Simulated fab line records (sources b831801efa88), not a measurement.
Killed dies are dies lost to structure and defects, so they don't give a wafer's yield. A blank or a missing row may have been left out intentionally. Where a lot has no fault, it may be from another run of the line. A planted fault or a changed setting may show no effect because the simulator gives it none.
Split-lot trial / flow sky130 / route with 708 steps; 5 lots, 23 wafers read

ABOUT THE SPLIT
At SKY_METAL5_SPUTTER_03 (material Ti, target thk 5 nm, time 3.3 s), the setting power w was moved away from the recipe's 3000 W on 6 of the 23 wafers read, by -10.6% to +9.5%. The other wafers ran this setting at the recipe's value.

The reading comes from the split's own step.

THE READING
Ti_of_METAL5_SPUTTER_03.thk nm (the simulator's own value, which no gauge read), in nm, at SKY_METAL5_SPUTTER_03 (material Ti, target thk 5 nm, time 3.3 s). The file does not state a usual value for it. Average 5.035 nm, standard deviation 0.13 nm, over the 17 wafers here run with the recipe.

wafer=L074.1; tool, chamber at the split=pvd sputter-03, -; power w as run, W=2681; against the recipe=-10.6%; Ti_of_METAL5_SPUTTER_03.thk nm, nm=4.584; against lot-mates on the recipe=-0.481
wafer=L074.2; tool, chamber at the split=pvd sputter-03, -; power w as run, W=2681; against the recipe=-10.6%; Ti_of_METAL5_SPUTTER_03.thk nm, nm=4.637; against lot-mates on the recipe=-0.428
wafer=L074.4; tool, chamber at the split=pvd sputter-03, -; power w as run, W=3000; against the recipe=recipe; Ti_of_METAL5_SPUTTER_03.thk nm, nm=5.085; against lot-mates on the recipe=-
wafer=L074.5; tool, chamber at the split=pvd sputter-03, -; power w as run, W=2681; against the recipe=-10.6%; Ti_of_METAL5_SPUTTER_03.thk nm, nm=4.526; against lot-mates on the recipe=-0.538
wafer=L074.6; tool, chamber at the split=pvd sputter-03, -; power w as run, W=3000; against the recipe=recipe; Ti_of_METAL5_SPUTTER_03.thk nm, nm=5.044; against lot-mates on the recipe=-
wafer=L076.1; tool, chamber at the split=pvd sputter-04, -; power w as run, W=3000; against the recipe=recipe; Ti_of_METAL5_SPUTTER_03.thk nm, nm=4.905; against lot-mates on the recipe=-
wafer=L076.2; tool, chamber at the split=pvd sputter-04, -; power w as run, W=3000; against the recipe=recipe; Ti_of_METAL5_SPUTTER_03.thk nm, nm=5.086; against lot-mates on the recipe=-
wafer=L076.3; tool, chamber at the split=pvd sputter-04, -; power w as run, W=3000; against the recipe=recipe; Ti_of_METAL5_SPUTTER_03.thk nm, nm=4.957; against lot-mates on the recipe=-
wafer=L076.4; tool, chamber at the split=pvd sputter-04, -; power w as run, W=3000; against the recipe=recipe; Ti_of_METAL5_SPUTTER_03.thk nm, nm=4.974; against lot-mates on the recipe=-
wafer=L076.5; tool, chamber at the split=pvd sputter-04, -; power w as run, W=3000; against the recipe=recipe; Ti_of_METAL5_SPUTTER_03.thk nm, nm=4.99; against lot-mates on the recipe=-
wafer=L083.1; tool, chamber at the split=pvd sputter-02, -; power w as run, W=3000; against the recipe=recipe; Ti_of_METAL5_SPUTTER_03.thk nm, nm=5.383; against lot-mates on the recipe=-
wafer=L083.2; tool, chamber at the split=pvd sputter-02, -; power w as run, W=3286; against the recipe=+9.5%; Ti_of_METAL5_SPUTTER_03.thk nm, nm=5.8; against lot-mates on the recipe=+0.455
wafer=L083.3; tool, chamber at the split=pvd sputter-02, -; power w as run, W=3000; against the recipe=recipe; Ti_of_METAL5_SPUTTER_03.thk nm, nm=5.306; against lot-mates on the recipe=-
wafer=L083.4; tool, chamber at the split=pvd sputter-02, -; power w as run, W=3286; against the recipe=+9.5%; Ti_of_METAL5_SPUTTER_03.thk nm, nm=5.769; against lot-mates on the recipe=+0.425
wafer=L083.6; tool, chamber at the split=pvd sputter-02, -; power w as run, W=3286; against the recipe=+9.5%; Ti_of_METAL5_SPUTTER_03.thk nm, nm=5.747; against lot-mates on the recipe=+0.402
wafer=L080.1; tool, chamber at the split=pvd sputter-04, -; power w as run, W=3000; against the recipe=recipe; Ti_of_METAL5_SPUTTER_03.thk nm, nm=4.972; against lot-mates on the recipe=-
wafer=L080.2; tool, chamber at the split=pvd sputter-04, -; power w as run, W=3000; against the recipe=recipe; Ti_of_METAL5_SPUTTER_03.thk nm, nm=5.105; against lot-mates on the recipe=-
wafer=L080.3; tool, chamber at the split=pvd sputter-04, -; power w as run, W=3000; against the recipe=recipe; Ti_of_METAL5_SPUTTER_03.thk nm, nm=4.992; against lot-mates on the recipe=-
wafer=L085.1; tool, chamber at the split=pvd sputter-03, -; power w as run, W=3000; against the recipe=recipe; Ti_of_METAL5_SPUTTER_03.thk nm, nm=4.867; against lot-mates on the recipe=-
wafer=L085.2; tool, chamber at the split=pvd sputter-03, -; power w as run, W=3000; against the recipe=recipe; Ti_of_METAL5_SPUTTER_03.thk nm, nm=5.023; against lot-mates on the recipe=-
wafer=L085.3; tool, chamber at the split=pvd sputter-03, -; power w as run, W=3000; against the recipe=recipe; Ti_of_METAL5_SPUTTER_03.thk nm, nm=4.975; against lot-mates on the recipe=-
wafer=L085.4; tool, chamber at the split=pvd sputter-03, -; power w as run, W=3000; against the recipe=recipe; Ti_of_METAL5_SPUTTER_03.thk nm, nm=4.936; against lot-mates on the recipe=-
wafer=L085.5; tool, chamber at the split=pvd sputter-03, -; power w as run, W=3000; against the recipe=recipe; Ti_of_METAL5_SPUTTER_03.thk nm, nm=4.992; against lot-mates on the recipe=-

FIT RESULTS
A straight line over all 23 wafers: Ti_of_METAL5_SPUTTER_03.thk nm changes by +0.0583 nm for each +1% of power w; r = +0.91; the points scatter about the line by 0.14 nm.
The same after taking each lot's own level away (the mean of its wafers on the recipe; 23 wafers): +0.0451 nm for each +1%; r = +0.98; scatter 0.051 nm.
The reading moves by 0.48 nm for the largest change in power w, on that fit.
The span of the lots' own levels, 4.9586 to 5.3445 nm, comes to 3.0 times the standard deviation stated above.
Hence the slope depends on the lot-to-lot level, as the two fits are not the same.
Check: for one of the wafers moved furthest among these (-10.6%), held out of the fit, the line's prediction against its lot-mates is -0.48 nm. It came out at -0.481 nm against them.

FILE'S OWN FIT
Ti_of_METAL5_SPUTTER_03.thk nm changes by +0.0452 nm for each +1% of power w, r = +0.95.
